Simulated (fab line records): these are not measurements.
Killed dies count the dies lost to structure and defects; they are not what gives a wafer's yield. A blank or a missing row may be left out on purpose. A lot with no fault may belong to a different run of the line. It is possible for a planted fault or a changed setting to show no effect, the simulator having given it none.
Chamber matching	flow sfq-line	SFQ_TRILAYER_I6_CMP_CMP_166 on cmp-02 has 4 sister chambers
The step polishes SiO2. 16 wafers are shown with their chamber, then 7 later ones without.

## EACH WAFER AND ITS CHAMBER
wafer	chamber	motor-current-A (A)	edge-zone-pressure-frac	time-to-endpoint-s (s)
L492.1	3	8.4	0.998	221
L492.3	2	9.0	1.000	216
L492.4	1	9.7	1.007	227
L497.2	1	9.9	1.003	217
L497.4	2	9.0	0.996	222
L499.3	2	8.8	0.995	208
L499.4	1	9.3	1.005	223
L499.5	0	9.1	0.991	227
L504.4	2	8.7	1.005	210
L504.2	0	8.6	1.000	213
L504.6	3	8.7	1.005	204
L506.3	3	9.1	1.009	208
L506.5	0	9.2	0.989	210
L506.6	3	8.6	1.000	213
L507.1	1	8.9	0.998	208
L507.4	0	9.0	0.997	221

SIGNATURES, as means of the wafers listed above
reading	chamber 0	chamber 1	chamber 2	chamber 3	scatter within a chamber
motor-current-A	8.975	9.450	8.875	8.700	0.306
edge-zone-pressure-frac	0.99425	1.00325	0.99900	1.00300	0.00465
time-to-endpoint-s	217.75	218.75	214.00	211.50	7.44
Rule: for each reading, subtract the chamber's mean from the wafer's reading, divide by that reading's scatter and square the result; add these up over the readings and take the root, which gives the wafer's distance from the chamber. The wafer belongs to the nearest chamber; if the next one is less than 2 further off, it can't be placed. How the scatter is found: for the shown wafers, subtract from each reading the mean of its chamber, square and add these, divide the total by (wafers less chambers), then take the root.

## WAFERS MISSING THEIR CHAMBER
wafer	motor-current-A (A)	edge-zone-pressure-frac	time-to-endpoint-s (s)
L507.3	9.0	0.999	203
L508.3	8.6	0.996	218
L508.4	8.5	0.998	222
L508.2	8.4	1.010	213
L511.1	8.8	1.011	213
L511.5	9.6	1.002	212
L511.6	8.1	0.998	212

## CHAMBER TAKEN BY EACH
wafer	from the rows above	in truth
L507.3	can't be placed: 2 or 3 or 0 or 1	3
L508.3	can't be placed: 2 or 0 or 3 or 1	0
L508.4	can't be placed: 2 or 0 or 3 or 1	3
L508.2	can't be placed: 3 or 2 or 1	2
L511.1	can't be placed: 3 or 2 or 1 or 0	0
L511.5	can't be placed: 1 or 2 or 0 or 3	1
L511.6	can't be placed: 3 or 2 or 0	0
Correctly placed: 0 of 7. Cannot be placed on the basis of these rows: 7; the candidates contain the true chamber in 7. 0 placed wrongly.
